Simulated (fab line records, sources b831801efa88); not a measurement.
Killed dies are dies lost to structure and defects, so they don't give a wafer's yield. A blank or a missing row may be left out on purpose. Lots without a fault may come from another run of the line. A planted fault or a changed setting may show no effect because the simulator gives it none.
A struck lot beside a sound one | flow sky130 | 18 steps out of a route of 708
Sound: wafers L175.3, L175.5, L175.6. Struck: wafers L185.2, L185.5, L185.6. The cause comes at the end.
At each step with rows: each side's tool, then ch and its chambers, then its first start. Under that, the readings that differ: sound wafers | struck wafers | difference of the means | sigmas: that difference in standard deviations of wafers without a fault.
alike: readings whose means differ by less than 2 such deviations, and words and numbers that are the same on both sides. not compared: withheld readings, readings that some wafer has no value for, bounds like >300 that may hide the same value, and numbers for which the record gives no deviation and whose values overlap.
The two part at a step that has a row with sigmas, a row that says differs or no value, or rows on one side only. Numbers that don't overlap but have no deviation are shown without sigmas and don't part them. A reading that every wafer of one side lacks parts them only if that side has two wafers or more.

SKY_SONOS_ONO_OVL_MEAS_14:
  sound on overlay-02, day 16 20:46; struck on overlay-01, day 20 01:04
  alike: SONOS_ONO_OVL
SKY_SONOS_ONO_ETCH_15: etches the open film in CHF3/O2, target depth 19.52 nm, time 7.8 s.
  sound on rie_diel-03 ch 0,1,2, day 16 20:48; struck on rie_diel-04 ch 0,1, day 20 01:06
  alike: bias_w, drypump_motor_current_A, oes_product_au, throttle_valve_pct
  not compared: rf_hours_counter_h
then, 1 step without rows for these wafers: SKY_SONOS_ONO_WET_ETCH_16 (etches SiO2 in dHF, target depth 14 nm, time 280 s).
SKY_SONOS_ONO_STRIP_17: strips in O2/N2.
  sound on plasma_asher-01 ch 0,1, day 16 20:56; struck on plasma_asher-02 ch 0,1, day 20 01:12
  alike: drypump_motor_current_A, o2_flow_sccm, oes_product_au, strip_time_to_endpoint_s
  not compared: rf_hours_counter_h
then, 3 steps without rows for these wafers: SKY_SONOS_ONO_WET_ETCH_18 (etches Si3N4 in H3PO4, target depth 15 nm, time 172 s); SKY_GATE_OXIDE_CLEAN_00 (cleans in SC1/SC2, time 150 s); SKY_GATE_OXIDE_OXIDATION_01 (stabilise 600 s, purge 300 s, target thk 10.268 nm).
SKY_GATE_OXIDE_THK_MEAS_02:
  sound on film_metro-03, day 16 23:32; struck on film_metro-03, day 20 02:53
  alike: GATE_OXIDE_OXIDATION_00_THK
then, 4 steps without rows for these wafers: SKY_GATE_OXIDE_DEHYDRATE_03 (time 60 s); SKY_GATE_OXIDE_HMDS_04 (prime time 60 s); SKY_GATE_OXIDE_COAT_05 (resist thk 1140 nm); SKY_GATE_OXIDE_SOFTBAKE_06 (time 60 s).
SKY_GATE_OXIDE_EXPOSE_07: exposes mask LVOM, target cd 600 nm.
  sound on iline_stepper-01 ch 0, day 17 14:34; struck on iline_stepper-02 ch 0, day 20 18:02
  reading                            | sound             | struck               | difference | sigmas
  model.GATE_OXIDE.overlay_x_nm (nm) | 1.054 1.054 1.054 | -103.8 -103.8 -103.8 | -104.9     |
  alike: mask
then, 2 steps without rows for these wafers: SKY_GATE_OXIDE_PEB_08; SKY_GATE_OXIDE_DEVELOP_09 (develop time 60 s).
SKY_GATE_OXIDE_OVL_MEAS_10:
  sound on overlay-01, day 18 05:22; struck on overlay-01, day 21 09:26
  reading             | sound       | struck               | difference | sigmas
  GATE_OXIDE_OVL (nm) | 3.7 3.5 0.7 | -103.2 -101.8 -101.5 | -104.8     | -87
then, 1 step without rows for these wafers: SKY_GATE_OXIDE_IMPLANT_11.
-- the record jumps here: 29 days lie between the struck wafers' starts before and after (it left off in module GATE_OXIDE and takes up again in module PAD_OPEN, whose first step shown is number 708 of the route) --
SKY_PAD_OPEN_PROBE_99:
  sound on prober-01, day 49 03:16; struck on prober-02, day 50 21:04
  alike: killed_at_M0_to_M3, killed_at_M4_up, killed_at_contacts, killed_at_front_end, killed_at_other, killed_dies, killed_open, killed_short

WHERE THEY PART
Only at SKY_GATE_OXIDE_OVL_MEAS_10, within this record. Later steps at which nothing parts them and some readings are alike: SKY_PAD_OPEN_PROBE_99.

WHY: what the simulator had put in
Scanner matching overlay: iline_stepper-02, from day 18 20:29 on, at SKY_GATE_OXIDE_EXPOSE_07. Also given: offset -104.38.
